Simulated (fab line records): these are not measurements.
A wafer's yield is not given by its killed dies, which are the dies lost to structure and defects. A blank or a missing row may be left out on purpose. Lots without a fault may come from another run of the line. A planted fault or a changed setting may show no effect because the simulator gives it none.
One fault through the eyes of 2 desks ; flow sky130 ; each desk has only its own numbers; what lay behind them comes last

THE METROLOGY DESK
What the gauges read, lot by lot, whatever tool the lot ran on: means of the sampled wafers that have a number. If a lot's mean is further than 4 standard deviations from the usual mean, the lot is out of limits and carries the mark OUT (the distance appears in the brackets).
Columns: A = POLY_GATE_CVD_03_THK at SKY_POLY_GATE_THK_MEAS_04, usual 74.9 nm; B = LDD_HVP_OVL at SKY_LDD_HVP_OVL_MEAS_07, usual -1.7 nm; C = LDD_LDN_OVL at SKY_LDD_LDN_OVL_MEAS_07, usual 0.3 nm; D = cd nm at SKY_POLY_CUT_CD_MEAS_08, usual 269.7 nm
lot;first seen here;A;B;C;D
L615;day 15 01:13;74.6;-0.6;1.5;269.4
L616;day 15 10:15;73.2;-1.7;-0.5;270.3
L617;day 15 23:50;76.1;-1.3;1.9;271.0
L618;day 16 02:58;75.2;60.8 (+48) OUT;-;-
L619;day 16 08:56;75.1;59.0 (+47) OUT;-;-
L620;day 16 16:07;74.7;-0.8;-0.0;270.2
L621;day 17 11:44;74.6;-3.1;-1.1;270.3
L622;day 18 07:50;75.8;60.4 (+48) OUT;-;-
L623;day 19 05:58;74.7;-2.3;0.7;271.0
L626;day 19 16:58;76.0;59.8 (+47) OUT;-;-
L627;day 19 21:56;75.6;-2.9;0.0;270.6
L629;day 20 14:39;74.6;0.4;1.8;268.6
L630;day 21 15:43;74.2;-0.9;-1.0;269.7
L632;day 21 22:26;75.3;-2.6;-1.0;269.3
L633;day 21 23:49;75.5;-0.6;0.4;268.3
This desk finds L618, L619, L622, L626 out of limits, with the earliest case on L618 at day 22 13:52 (LDD_HVP_OVL at SKY_LDD_HVP_OVL_MEAS_07). In limits: L615, L616, L617, L620, L621, L623, L627, L629, L630, L632, L633.

TOOL OWNER'S DESK, iline stepper-02
The tool's own readings at SKY_LDD_HVP_EXPOSE_04 (exposes mask HVPTM, target cd 700 nm): means of the sampled wafers that have a number, for each lot that ran on this tool. If a lot's mean is further than 4 standard deviations from the usual mean, the lot is out of limits and carries the mark OUT (the distance appears in the brackets).
Columns: A = reticle temp C at SKY_LDD_HVP_EXPOSE_04, usual 23.00 C
lot;first seen here;A
L615;day 20 17:32;22.90
L617;day 21 18:31;23.07
L618;day 21 22:52;22.99
L619;day 22 04:41;22.98
L622;day 24 03:56;22.97
L626;day 25 13:14;23.01
This desk found nothing out of limits on any of the 6 lots.

ALL TOGETHER
An alarm was possible from the metrology desk at day 22 13:52, on L618, L619, L622, L626.
Nothing out of limits was seen by the tool owner's desk.
On record at the tool owner's desk: L618, L619, L622, L626, within its limits.
Every lot named ran SKY_LDD_HVP_EXPOSE_04 on iline stepper-02.

WHAT THE SIMULATOR PUT IN
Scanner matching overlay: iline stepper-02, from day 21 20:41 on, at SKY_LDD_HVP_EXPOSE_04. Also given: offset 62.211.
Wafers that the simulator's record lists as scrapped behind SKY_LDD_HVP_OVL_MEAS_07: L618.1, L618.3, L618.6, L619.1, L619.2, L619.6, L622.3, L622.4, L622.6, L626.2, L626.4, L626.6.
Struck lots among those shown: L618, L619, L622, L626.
Hours from the fault's start to each desk's first reading out of limits: the metrology desk, 17.
